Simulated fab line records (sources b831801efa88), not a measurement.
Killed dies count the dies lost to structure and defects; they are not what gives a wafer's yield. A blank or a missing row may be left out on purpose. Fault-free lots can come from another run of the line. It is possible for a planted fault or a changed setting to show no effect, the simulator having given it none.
Which tool did it? | flow sky130 | 6 lots (18 wafers sampled), 1 step of a 708-step route

## WHAT THE GAUGES READ, wafer by wafer
SKY_METAL2_OVL_MEAS_16.
lot  | measured     | on         | METAL2_OVL (nm)
L278 | day 34 20:12 | overlay-01 | 8 7 9
L281 | day 36 07:20 | overlay-02 | 7 7 10
L283 | day 37 02:43 | overlay-02 | 11 7 10
L291 | day 39 05:58 | overlay-02 | 3 7 7
L293 | day 40 12:16 | overlay-02 | 2 3 1
L298 | day 42 07:47 | overlay-02 | 13 10 11

## WHICH TOOL RAN EACH LOT (tool, then ch and the chambers of the sampled wafers, then the start)
No process step before these readings appears in the record.

## THE ANSWER, worked out from the rows above alone
Rule: usual is defined by the lots themselves. The widest of any qualifying gaps counts: lots, ordered by their means at a reading, are off when they make up no more than a third of the lots, leave a main group of 4 or more, and stand apart from it by 3 or more times the standard deviation of that group's means. A main group is skipped when, at the precision printed for the reading in the tables above, its means are all equal. Also off: a lot with no number at a reading for which 4 or more lots have one. Any other lot the step has rows for is counted as sound.
No lot is off on any of the readings shown, so nothing can be concluded from this.

## WHAT WAS PUT IN BY THE SIMULATOR
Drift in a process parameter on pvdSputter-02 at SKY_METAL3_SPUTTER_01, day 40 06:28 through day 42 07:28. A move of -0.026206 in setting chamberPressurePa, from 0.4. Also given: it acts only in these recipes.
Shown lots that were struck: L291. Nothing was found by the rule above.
